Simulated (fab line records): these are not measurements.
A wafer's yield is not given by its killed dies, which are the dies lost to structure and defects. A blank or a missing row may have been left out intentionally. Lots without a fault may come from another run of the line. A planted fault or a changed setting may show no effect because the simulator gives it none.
One fault through the eyes of 2 desks / flow sky130 / each desk has only its own numbers; what lay behind them comes last

== METROLOGY DESK ==
Means of the sampled wafers that have a number, per lot and without regard to the tool the lot ran on: this is what the gauges read. A lot is out of limits, marked OUT, if its mean lies more than 4 standard deviations from the usual mean; the brackets give that distance.
Columns: A = cd-nm at SKY_LDD_P_CD_MEAS_07, usual 378.8 nm; B = LDD_P_TW at SKY_LDD_P_TW_MEAS_11, usual 636
lot=L292; first seen here=day 19 17:57; A=377.0; B=635
lot=L293; first seen here=day 20 01:40; A=376.7; B=633
lot=L295; first seen here=day 20 12:03; A=377.2; B=631
lot=L296; first seen here=day 21 03:32; A=382.1; B=643
lot=L298; first seen here=day 21 19:46; A=379.1; B=635
lot=L297; first seen here=day 21 22:17; A=381.0; B=639
lot=L300; first seen here=day 22 02:39; A=379.2; B=643
lot=L301; first seen here=day 22 09:08; A=377.7; B=641
lot=L304; first seen here=day 23 22:34; A=375.6; B=637
lot=L309; first seen here=day 25 08:35; A=379.2; B=635
lot=L311; first seen here=day 26 01:56; A=382.0; B=631
lot=L312; first seen here=day 26 06:49; A=375.7; B=640
lot=L314; first seen here=day 26 16:42; A=378.1; B=644
lot=L315; first seen here=day 27 02:00; A=376.9; B=639
This desk's verdict: no lot among the 14 shows anything out of limits.

== TOOL OWNER'S DESK, rie-diel-01 ==
The tool's own readings at SKY_CONTACT_ETCH_18 (etches Si3N4 in CHF3/O2, stops on TiN, time 39 s, target depth 75 nm): means of the sampled wafers that have a number, for each lot that ran on this tool. A lot is out of limits, marked OUT, if its mean lies more than 4 standard deviations from the usual mean; the brackets give that distance.
Columns: A = drypump-motor-current-A at SKY_CONTACT_ETCH_18, usual 6.0 A; B = oes-product-au at SKY_CONTACT_ETCH_18, usual 0.856 a.u.; C = throttle-valve-pct at SKY_CONTACT_ETCH_18, usual 8.794 %
lot=L293; first seen here=day 32 17:00; A=6.1; B=0.852; C=8.785
lot=L296; first seen here=day 33 11:00; A=6.5; B=0.851; C=8.783
lot=L298; first seen here=day 34 03:00; A=6.4; B=0.860; C=8.788
lot=L297; first seen here=day 34 08:00; A=6.3; B=0.856; C=8.797
lot=L301; first seen here=day 34 14:00; A=6.3; B=0.858; C=8.800
lot=L304; first seen here=day 35 23:00; A=6.4; B=0.854; C=8.790
lot=L314; first seen here=day 38 07:00; A=5.9; B=0.853; C=8.802
This desk's verdict: no lot among the 7 shows anything out of limits.

== TAKEN TOGETHER ==
Nothing out of limits was seen by the metrology desk.
Nothing out of limits was seen by the tool owner's desk.

== WHAT THE SIMULATOR HAD INSERTED ==
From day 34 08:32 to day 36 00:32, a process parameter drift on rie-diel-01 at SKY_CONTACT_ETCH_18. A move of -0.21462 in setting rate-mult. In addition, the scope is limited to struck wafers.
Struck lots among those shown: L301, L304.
